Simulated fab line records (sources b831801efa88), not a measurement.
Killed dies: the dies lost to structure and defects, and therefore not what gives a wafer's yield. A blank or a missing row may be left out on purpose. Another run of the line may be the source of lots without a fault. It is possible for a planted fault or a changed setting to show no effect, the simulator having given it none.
fab line records | flow gf180mcu
record: lots: 14 | wafers: 42 | last-day: 34
route steps=602 shown VT_IMPLANT@130 POLY_GATE@158 HV_LDD@182
lots that met no fault: taken from a fault-free run of the same line
start-h: the number of hours between the record's first day and the start of the first shown wafer of the lot | wait-h: hours from the lot's prior step to this one | " same as the row above | L1.1+2: a row that stands for several wafers | - value missing, or start not given | * or withheld: withheld | < > ~ a bound
route shown NAME@n: a module of which the file shows steps, and the number in the route of the first | usual: the fault-free wafers' mean and standard deviation | same: alike in all rows | chamber/n: place in a boat | sites: per-site readings | _std_site: their standard deviation | _edge_site: the outer-site mean with the inner-site mean subtracted | radius-mm: how far each site lies from the wafer's centre | mask NAME#n: copy n | behind: the last tool/chamber to shape the wafer | hold: why the lot was held/for how many hours/how that ended | device: which transistor (n, p or np) failed to switch | end of line: the route-end tests of the same wafers | for a step that has no rows: nothing shown but its recipe | killed: dies lost to structure and defects at the first sort, not the wafer's yield | map: dies across one wafer; x = killed, . = not, _ = none there
set.NAME: setting as actually run; set.NAME@STEP: the setting as run at that earlier step | model.NAME: the simulator's own value behind a step, which no gauge read
steps of the route over a sample of lots; a table a step, a row a wafer
services: from which hour (start-h, from the record's first day; less than 0 if before it) a tool's chamber was out of use, for how many hours, and why
== steps ==
step: GF_VT_IMPLANT_OVL_MEAS_40
usual: VT_IMPLANT_03_OVL: -0.7/1.4
lot.wafer | tool       | chamber | start-h | wait-h | VT_IMPLANT_03_OVL[nm]
L247.3    | overlay-01 | -       | 158.11  | 0.1    | -1.7
L247.5    | "          | -       | "       | "      | -2.8
L247.6    | "          | -       | "       | "      | -2.6
L249.3    | overlay-02 | -       | 173.85  | 0.1    | -2.7
L249.4    | "          | -       | "       | "      | 1.0
L249.5    | "          | -       | "       | "      | 0.0
L250.2    | overlay-02 | -       | 179.36  | 0.1    | 0.2
L250.3    | "          | -       | "       | "      | 0.9
L250.6    | "          | -       | "       | "      | 0.7
L254.1    | overlay-02 | -       | 209.88  | 0.1    | 0.2
L254.3    | "          | -       | "       | "      | -0.9
L254.6    | "          | -       | "       | "      | -1.3
L253.1    | overlay-01 | -       | 210.01  | 0.1    | 1.1
L253.3    | "          | -       | "       | "      | -0.8
L253.4    | "          | -       | "       | "      | -0.7
L255.3    | overlay-01 | -       | 212.76  | 0.1    | -0.9
L255.4    | "          | -       | "       | "      | 0.5
L255.5    | "          | -       | "       | "      | -0.6
L259.2    | overlay-02 | -       | 240.17  | 0.1    | 1.6
L259.4    | "          | -       | "       | "      | 0.6
L259.5    | "          | -       | "       | "      | 0.3
L262.2    | overlay-01 | -       | 263.49  | 0.1    | -1.0
L262.5    | "          | -       | "       | "      | -1.3
L262.6    | "          | -       | "       | "      | 0.0
L264.1    | overlay-02 | -       | 275.65  | 0.1    | 0.0
L264.2    | "          | -       | "       | "      | -1.4
L264.4    | "          | -       | "       | "      | -0.8
L265.2    | overlay-02 | -       | 280.86  | 0.1    | -1.7
L265.3    | "          | -       | "       | "      | -1.1
L265.5    | "          | -       | "       | "      | -0.6
L267.2    | overlay-02 | -       | 295.82  | 0.1    | -0.9
L267.4    | "          | -       | "       | "      | -1.5
L267.5    | "          | -       | "       | "      | -0.5
L268.1    | overlay-01 | -       | 300.81  | 0.1    | -0.7
L268.2    | "          | -       | "       | "      | -0.3
L268.3    | "          | -       | "       | "      | -0.8
L269.1    | overlay-02 | -       | 306.01  | 0.1    | -1.4
L269.2    | "          | -       | "       | "      | -0.7
L269.3    | "          | -       | "       | "      | 1.1
L270.1    | overlay-01 | -       | 314.70  | 0.1    | -0.9
L270.4    | "          | -       | "       | "      | 0.4
L270.6    | "          | -       | "       | "      | 0.2
step: GF_POLY_GATE_THK_MEAS_01
recipe: reads: poly-Si_of_POLY_GATE_CVD_00
usual: POLY_GATE_CVD_00_THK: 200.2/1.8
lot.wafer | tool          | chamber | start-h | wait-h | POLY_GATE_CVD_00_THK[nm]
L247.3    | film-metro-02 | -       | 180.47  | 0.0    | 199.1
L247.5    | "             | -       | "       | "      | 199.9
L247.6    | "             | -       | "       | "      | 197.3
L249.3    | film-metro-01 | -       | 197.27  | 0.0    | 201.3
L249.4    | "             | -       | "       | "      | 198.7
L249.5    | "             | -       | "       | "      | 198.4
L250.2    | film-metro-03 | -       | 202.25  | 0.0    | 199.6
L250.3    | "             | -       | "       | "      | 196.9
L250.6    | "             | -       | "       | "      | 197.7
L253.1    | film-metro-01 | -       | 234.89  | 0.0    | 201.2
L253.3    | "             | -       | "       | "      | 199.7
L253.4    | "             | -       | "       | "      | 200.5
L254.1    | film-metro-02 | -       | 234.89  | 0.0    | 198.5
L254.3    | "             | -       | "       | "      | 198.3
L254.6    | "             | -       | "       | "      | 199.2
L255.3    | film-metro-02 | -       | 237.17  | 0.0    | 198.1
L255.4    | "             | -       | "       | "      | 196.3
L255.5    | "             | -       | "       | "      | 198.9
L259.2    | film-metro-03 | -       | 264.81  | 0.0    | 201.5
L259.4    | "             | -       | "       | "      | 203.2
L259.5    | "             | -       | "       | "      | 200.8
L262.2    | film-metro-01 | -       | 290.54  | 0.0    | 199.3
L262.5    | "             | -       | "       | "      | 199.2
L262.6    | "             | -       | "       | "      | 200.8
L264.1    | film-metro-02 | -       | 301.59  | 0.1    | 200.9
L264.2    | "             | -       | "       | "      | 200.0
L264.4    | "             | -       | "       | "      | 200.8
L265.2    | film-metro-03 | -       | 307.83  | 0.0    | 199.1
L265.3    | "             | -       | "       | "      | 200.5
L265.5    | "             | -       | "       | "      | 199.8
L267.2    | film-metro-02 | -       | 322.63  | 0.0    | 202.7
L267.4    | "             | -       | "       | "      | 200.7
L267.5    | "             | -       | "       | "      | 203.5
L268.1    | film-metro-02 | -       | 327.74  | 0.0    | 199.7
L268.2    | "             | -       | "       | "      | 203.6
L268.3    | "             | -       | "       | "      | 202.5
L269.1    | film-metro-02 | -       | 334.40  | 0.0    | 201.9
L269.2    | "             | -       | "       | "      | 199.8
L269.3    | "             | -       | "       | "      | 200.1
L270.1    | film-metro-01 | -       | 342.14  | 0.0    | 200.5
L270.4    | "             | -       | "       | "      | 201.5
L270.6    | "             | -       | "       | "      | 199.7
step: GF_HV_LDD_DEVELOP_06
recipe: develop-time-s: 60 | dev-temp-c: 23
usual: developer-temp-C: 23.02/0.11 | exhaust-pa: 44.8/0.82
lot.wafer | tool           | chamber | start-h | wait-h | developer-temp-C | exhaust-pa
L247.3    | litho-track-01 | 0       | 215.90  | 0.1    | 23.05            | 44.6
L247.5    | "              | 0       | "       | "      | 23.03            | 45.1
L247.6    | "              | 0       | "       | "      | 22.99            | 45.1
L249.3    | litho-track-04 | 0       | 235.04  | 0.1    | 22.92            | 45.1
L249.4    | "              | 0       | "       | "      | 22.84            | 44.6
L249.5    | "              | 0       | "       | "      | 22.82            | 45.1
L250.2    | litho-track-04 | 0       | 243.17  | 0.1    | 22.90            | 45.4
L250.3    | "              | 0       | "       | "      | 23.05            | 46.9
L250.6    | "              | 0       | "       | "      | 22.92            | 45.4
L253.1    | litho-track-04 | 0       | 277.09  | 0.1    | 23.00            | 43.7
L253.3    | "              | 0       | "       | "      | 22.95            | 45.2
L253.4    | "              | 0       | "       | "      | 22.95            | 44.1
L254.1    | litho-track-04 | 0       | 277.39  | 0.1    | 23.23            | 45.3
L254.3    | "              | 0       | "       | "      | 23.10            | 44.8
L254.6    | "              | 0       | "       | "      | 23.27            | 44.6
L255.3    | litho-track-04 | 0       | 278.39  | 0.1    | 22.85            | 44.9
L255.4    | "              | 0       | "       | "      | 22.86            | 46.2
L255.5    | "              | 0       | "       | "      | 22.90            | 44.9
L259.2    | litho-track-01 | 0       | 307.32  | 0.1    | 23.00            | 46.4
L259.4    | "              | 0       | "       | "      | 23.03            | 46.1
L259.5    | "              | 0       | "       | "      | 22.78            | 47.3
L262.2    | litho-track-02 | 0       | 333.99  | 0.1    | 23.03            | 44.6
L262.5    | "              | 0       | "       | "      | 23.24            | 45.3
L262.6    | "              | 0       | "       | "      | 23.22            | 45.5
L264.1    | litho-track-01 | 0       | 345.80  | 0.1    | 23.01            | 45.3
L264.2    | "              | 0       | "       | "      | 22.86            | 44.3
L264.4    | "              | 0       | "       | "      | 22.83            | 44.4
L265.2    | litho-track-02 | 0       | 352.59  | 0.1    | 23.01            | 44.3
L265.3    | "              | 0       | "       | "      | 22.94            | 43.7
L265.5    | "              | 0       | "       | "      | 22.90            | 43.8
L267.2    | litho-track-02 | 0       | 368.79  | 0.1    | 23.28            | 44.7
L267.4    | "              | 0       | "       | "      | 23.00            | 43.3
L267.5    | "              | 0       | "       | "      | 23.06            | 45.0
L268.1    | litho-track-04 | 0       | 376.44  | 0.1    | 22.86            | 43.9
L268.2    | "              | 0       | "       | "      | 23.03            | 43.8
L268.3    | "              | 0       | "       | "      | 22.85            | 43.9
L269.1    | litho-track-04 | 0       | 383.69  | 0.1    | 22.98            | 45.9
L269.2    | "              | 0       | "       | "      | 22.99            | 46.0
L269.3    | "              | 0       | "       | "      | 22.98            | 44.8
L270.1    | litho-track-02 | 0       | 389.11  | 0.1    | 23.15            | 44.3
L270.4    | "              | 0       | "       | "      | 22.94            | 46.5
L270.6    | "              | 0       | "       | "      | 22.94            | 44.9
step: GF_HV_LDD_CD_MEAS_07
recipe: target-cd-nm: 400
usual: cd-nm: 400.9/2.5
lot.wafer | tool      | chamber | start-h | wait-h | cd-nm
L247.3    | cd-sem-02 | -       | 216.04  | 0.1    | 398.5
L247.5    | "         | -       | "       | "      | 399.9
L247.6    | "         | -       | "       | "      | 397.9
L249.3    | cd-sem-01 | -       | 235.18  | 0.1    | 402.0
L249.4    | "         | -       | "       | "      | 403.2
L249.5    | "         | -       | "       | "      | 406.3
L250.2    | cd-sem-01 | -       | 243.31  | 0.1    | 397.3
L250.3    | "         | -       | "       | "      | 400.8
L250.6    | "         | -       | "       | "      | 399.7
L253.1    | cd-sem-01 | -       | 277.24  | 0.1    | 402.5
L253.3    | "         | -       | "       | "      | 403.7
L253.4    | "         | -       | "       | "      | 301.0
L254.1    | cd-sem-02 | -       | 277.54  | 0.1    | 401.2
L254.3    | "         | -       | "       | "      | 401.6
L254.6    | "         | -       | "       | "      | 299.1
L255.3    | cd-sem-01 | -       | 278.53  | 0.1    | 398.5
L255.4    | "         | -       | "       | "      | 298.4
L255.5    | "         | -       | "       | "      | 398.9
L259.2    | cd-sem-01 | -       | 307.47  | 0.1    | 403.4
L259.4    | "         | -       | "       | "      | 403.2
L259.5    | "         | -       | "       | "      | 403.9
L262.2    | cd-sem-01 | -       | 334.13  | 0.1    | 404.6
L262.5    | "         | -       | "       | "      | 402.6
L262.6    | "         | -       | "       | "      | 405.2
L264.1    | cd-sem-02 | -       | 345.95  | 0.1    | 399.6
L264.2    | "         | -       | "       | "      | 396.5
L264.4    | "         | -       | "       | "      | 398.8
L265.2    | cd-sem-01 | -       | 352.73  | 0.1    | 398.9
L265.3    | "         | -       | "       | "      | 398.3
L265.5    | "         | -       | "       | "      | 398.6
L267.2    | cd-sem-01 | -       | 368.93  | 0.1    | 399.6
L267.4    | "         | -       | "       | "      | 398.8
L267.5    | "         | -       | "       | "      | 397.7
L268.1    | cd-sem-01 | -       | 376.59  | 0.1    | 402.8
L268.2    | "         | -       | "       | "      | 401.6
L268.3    | "         | -       | "       | "      | 400.3
L269.1    | cd-sem-02 | -       | 383.84  | 0.1    | 403.3
L269.2    | "         | -       | "       | "      | 404.2
L269.3    | "         | -       | "       | "      | 402.0
L270.1    | cd-sem-02 | -       | 389.26  | 0.1    | 402.7
L270.4    | "         | -       | "       | "      | 403.3
L270.6    | "         | -       | "       | "      | 402.5
step: GF_HV_LDD_OVL_MEAS_08
usual: HV_LDD_OVL: -0.4/1.4
lot.wafer | tool       | chamber | start-h | wait-h | HV_LDD_OVL[nm]
L247.3    | overlay-02 | -       | 216.13  | 0.1    | 0.2
L247.5    | "          | -       | "       | "      | 0.2
L247.6    | "          | -       | "       | "      | 0.7
L249.3    | overlay-01 | -       | 235.27  | 0.1    | 0.7
L249.4    | "          | -       | "       | "      | -0.3
L249.5    | "          | -       | "       | "      | -0.2
L250.2    | overlay-02 | -       | 243.42  | 0.1    | -1.2
L250.3    | "          | -       | "       | "      | 0.1
L250.6    | "          | -       | "       | "      | -0.9
L253.1    | overlay-02 | -       | 277.36  | 0.1    | -1.2
L253.3    | "          | -       | "       | "      | -3.1
L253.4    | "          | -       | "       | "      | -3.2
L254.1    | overlay-02 | -       | 277.66  | 0.1    | -1.1
L254.3    | "          | -       | "       | "      | -2.4
L254.6    | "          | -       | "       | "      | -3.5
L255.3    | overlay-01 | -       | 278.62  | 0.1    | -1.0
L255.4    | "          | -       | "       | "      | -1.1
L255.5    | "          | -       | "       | "      | -0.9
L259.2    | overlay-01 | -       | 307.58  | 0.1    | 3.1
L259.4    | "          | -       | "       | "      | 1.8
L259.5    | "          | -       | "       | "      | 4.8
L262.2    | overlay-02 | -       | 334.24  | 0.1    | -1.3
L262.5    | "          | -       | "       | "      | -0.8
L262.6    | "          | -       | "       | "      | -0.2
L264.1    | overlay-02 | -       | 346.07  | 0.1    | -0.5
L264.2    | "          | -       | "       | "      | -1.9
L264.4    | "          | -       | "       | "      | 0.5
L265.2    | overlay-01 | -       | 352.84  | 0.1    | -0.1
L265.3    | "          | -       | "       | "      | -1.1
L265.5    | "          | -       | "       | "      | -0.3
L267.2    | overlay-02 | -       | 369.04  | 0.1    | 2.8
L267.4    | "          | -       | "       | "      | 1.0
L267.5    | "          | -       | "       | "      | 1.7
L268.1    | overlay-01 | -       | 376.71  | 0.1    | 0.9
L268.2    | "          | -       | "       | "      | 0.2
L268.3    | "          | -       | "       | "      | -0.7
L269.1    | overlay-02 | -       | 383.96  | 0.1    | -1.8
L269.2    | "          | -       | "       | "      | -0.3
L269.3    | "          | -       | "       | "      | 0.7
L270.1    | overlay-02 | -       | 389.38  | 0.1    | -1.2
L270.4    | "          | -       | "       | "      | -1.2
L270.6    | "          | -       | "       | "      | -1.7
== services ==
tool           | chamber | start-h | hours | kind
litho-track-02 | -       | 286.92  | -     | consumable-replace:filter
== key ==
first-sign: step: GF_HV_LDD_CD_MEAS_07 | reading: cd-nm | direction: down | sigmas: 40 | usual: 400.9 | struck: 299.5
effect none on later readings
met-at GF_HV_LDD_DEVELOP_06
struck-lots L253,L254,L255
struck-wafers L253.4,L254.6,L255.4
tester-left-out L253,L254,L255
not-acting-at GF_VT_IMPLANT_OVL_MEAS_40,GF_POLY_GATE_THK_MEAS_01,GF_HV_LDD_OVL_MEAS_08
onset-between 243.17 277.09
fault: kind: process-parameter-drift | tool: litho-track-04 | chamber: - | onset-h: 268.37 | steps: GF_HV_LDD_DEVELOP_06 | channel: develop-time-s | offset: * | shape: step | end-h: 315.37 | scope: struck-wafers-only | acts-in: * | stated: *
tester-left-out: of these lots the tester's yield and bins aren't shown, on N5 and GAA mostly nor the transistor test; their killed dies are dies lost to structure and defects alone, not to doping, threshold or leakage, so they don't give the yield
